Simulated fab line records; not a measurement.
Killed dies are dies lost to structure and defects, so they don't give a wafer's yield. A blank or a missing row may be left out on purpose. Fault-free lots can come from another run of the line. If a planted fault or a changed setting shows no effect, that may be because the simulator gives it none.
Chamber matching    flow gf180mcu    GF_V1_CMP_26 on cmp-01: 4 sister chambers
The step polishes, stops on SiO2, t overpolish 15 s, target thk 0 nm. 7 wafers are shown with their chamber, then 7 later ones without.

## EACH WAFER AND ITS CHAMBER
wafer   chamber  motor-current-A (A)  time-to-endpoint-s (s)
L463.2  3        9.8                  83
L475.4  0        10.8                 87
L476.1  1        11.5                 87
L476.2  2        9.6                  91
L476.5  2        8.8                  90
L480.2  0        11.2                 86
L480.4  1        11.2                 89

## WAFERS WHOSE CHAMBER IS MISSING
wafer   motor-current-A (A)  time-to-endpoint-s (s)
L480.6  9.1                  91
L481.2  10.7                 91
L481.5  9.2                  95
L481.6  11.5                 90
L485.2  11.2                 83
L485.4  9.5                  88
L485.5  10.8                 83

## WHICH CHAMBER EACH ONE RAN IN
wafer   from the rows above           in truth
L480.6  2                             2
L481.2  can't be placed: 1 or 2 or 0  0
L481.5  2                             2
L481.6  can't be placed: 1 or 0       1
L485.2  can't be placed: 0 or 3 or 1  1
L485.4  can't be placed: 2 or 0       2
L485.5  can't be placed: 3 or 0       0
Correct placement for 2 of the 7. From these rows, 5 cannot be placed; in 5 the true chamber is one of the candidates. Wrongly placed: 0.
How it was worked out, from the rows above alone: a wafer's distance from a chamber is the root of the sum, over the readings, of the square of ((its reading less the chamber's mean) divided by the reading's scatter). The wafer belongs to the nearest chamber; if the next one is less than 2 further off, it can't be placed. Each chamber's mean is taken over the wafers shown for it. The scatter: the root of (the sum of the squares of (reading less its chamber's mean) over the shown wafers, divided by (wafers less chambers)).
